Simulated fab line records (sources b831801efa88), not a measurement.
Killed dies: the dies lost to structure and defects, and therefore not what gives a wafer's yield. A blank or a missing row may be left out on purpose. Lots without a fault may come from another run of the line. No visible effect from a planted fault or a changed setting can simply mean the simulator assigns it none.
Matching of chambers + flow sky130 + SKY_VIA2_CMP_02 on cmp-01: 4 sister chambers
The step polishes SiO2. 22 wafers are shown with their chamber, then 11 later ones without.

## WAFERS, EACH WITH ITS CHAMBER
| wafer  | chamber | motor-current-A (A) | platen-rpm (rpm) |
|--------|---------|---------------------|------------------|
| L075.3 | 2       | 10.4                | 60.01            |
| L075.5 | 3       | 14.1                | 59.94            |
| L075.6 | 0       | 10.4                | 59.97            |
| L078.2 | 1       | 14.9                | 60.02            |
| L078.4 | 0       | 10.2                | 59.99            |
| L078.5 | 1       | 14.5                | 60.04            |
| L080.1 | 3       | 13.4                | 60.00            |
| L080.3 | 2       | 10.5                | 59.98            |
| L080.5 | 0       | 10.7                | 59.95            |
| L081.1 | 2       | 10.1                | 60.00            |
| L081.2 | 1       | 13.6                | 60.04            |
| L081.4 | 0       | 11.3                | 60.03            |
| L083.3 | 3       | 13.3                | 59.94            |
| L083.4 | 0       | 11.1                | 60.00            |
| L083.5 | 3       | 14.0                | 59.92            |
| L085.2 | 0       | 11.2                | 60.00            |
| L085.3 | 1       | 14.3                | 60.02            |
| L085.4 | 2       | 10.8                | 59.97            |
| L086.4 | 2       | 10.3                | 60.02            |
| L086.5 | 3       | 13.7                | 60.00            |
| L086.6 | 0       | 10.4                | 60.03            |
| L087.1 | 1       | 14.3                | 60.06            |

SIGNATURES (means of the wafers above)
| reading         | chamber 0 | chamber 1 | chamber 2 | chamber 3 | scatter within a chamber |
|-----------------|-----------|-----------|-----------|-----------|--------------------------|
| motor-current-A | 10.757    | 14.320    | 10.420    | 13.700    | 0.397                    |
| platen-rpm      | 59.9957   | 60.0360   | 59.9960   | 59.9600   | 0.0275                   |
Rule: for a wafer and a chamber, the distance is found by dividing, reading by reading, the gap between the wafer's reading and the chamber's mean by the reading's scatter, squaring, summing and taking the root. The wafer belongs to the nearest chamber; if the next one is less than 2 further off, it can't be placed. How the scatter is found: for the shown wafers, subtract from each reading the mean of its chamber, square and add these, divide the total by (wafers less chambers), then take the root.

## WAFERS WITH NO CHAMBER GIVEN
| wafer  | motor-current-A (A) | platen-rpm (rpm) |
|--------|---------------------|------------------|
| L087.4 | 10.1                | 59.99            |
| L087.6 | 13.3                | 60.02            |
| L088.1 | 13.7                | 60.05            |
| L088.3 | 10.6                | 59.98            |
| L088.4 | 13.2                | 59.96            |
| L094.2 | 13.7                | 59.96            |
| L094.3 | 13.6                | 59.97            |
| L094.6 | 11.0                | 60.00            |
| L096.1 | 13.4                | 59.91            |
| L096.3 | 10.5                | 60.04            |
| L096.4 | 10.7                | 60.00            |

## CHAMBER TAKEN BY EACH
| wafer  | from the rows above     | in truth                   |
|--------|-------------------------|----------------------------|
| L087.4 | can't be placed: 2 or 0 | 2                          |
| L087.6 | can't be placed: 3 or 1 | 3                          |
| L088.1 | can't be placed: 1 or 3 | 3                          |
| L088.3 | can't be placed: 0 or 2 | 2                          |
| L088.4 | 3                       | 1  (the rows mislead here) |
| L094.2 | 3                       | 3                          |
| L094.3 | 3                       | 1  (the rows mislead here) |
| L094.6 | can't be placed: 0 or 2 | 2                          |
| L096.1 | 3                       | 3                          |
| L096.3 | can't be placed: 2 or 0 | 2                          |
| L096.4 | can't be placed: 0 or 2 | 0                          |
Placed correctly: 2 of 11. From these rows, 7 cannot be placed; in 7 the true chamber is one of the candidates. Wrongly placed: 2.
